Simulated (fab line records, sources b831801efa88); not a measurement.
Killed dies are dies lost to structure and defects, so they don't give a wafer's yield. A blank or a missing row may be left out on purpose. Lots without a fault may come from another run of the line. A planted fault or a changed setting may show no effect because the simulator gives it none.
Chamber matching | flow gf180mcu | GF_CONTACT_CMP_04 on cmp-01: 4 sister chambers
The step polishes SiO2. 4 wafers are shown with their chamber, then 7 later ones without.

WAFERS WITH THEIR CHAMBER
wafer  | chamber | motor_current_A (A)
L423.1 | 2       | 12.2
L431.2 | 0       | 11.8
L431.3 | 1       | 12.1
L431.4 | 3       | 13.4

WAFERS WITHOUT THEIR CHAMBER
wafer  | motor_current_A (A)
L436.1 | 13.7
L436.5 | 11.8
L436.6 | 11.3
L437.1 | 13.6
L437.4 | 11.2
L439.1 | 12.7
L439.2 | 14.0

WHICH CHAMBER EACH WENT THROUGH
wafer  | from the rows above               | in truth
L436.1 | 3                                 | 3
L436.5 | can't be placed: 0 or 1 or 2      | 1
L436.6 | can't be placed: 0 or 1 or 2      | 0
L437.1 | 3                                 | 3
L437.4 | can't be placed: 0 or 1 or 2      | 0
L439.1 | can't be placed: 2 or 1 or 3 or 0 | 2
L439.2 | 3                                 | 3
Placed correctly: 3 of 7. Can't be placed from these rows: 4 (the true chamber is among the candidates in 4). Placed wrongly: 0.
How it was worked out, from the rows above alone: a wafer's distance from a chamber is the root of the sum, over the readings, of the square of ((its reading less the chamber's mean) divided by the reading's scatter). The wafer belongs to the nearest chamber; if the next one is less than 2 further off, it can't be placed. A chamber's mean is the mean of its shown wafers. The scatter: with one shown wafer a chamber, the root of the mean of the squares of how far each hidden wafer lies from its nearest shown one.
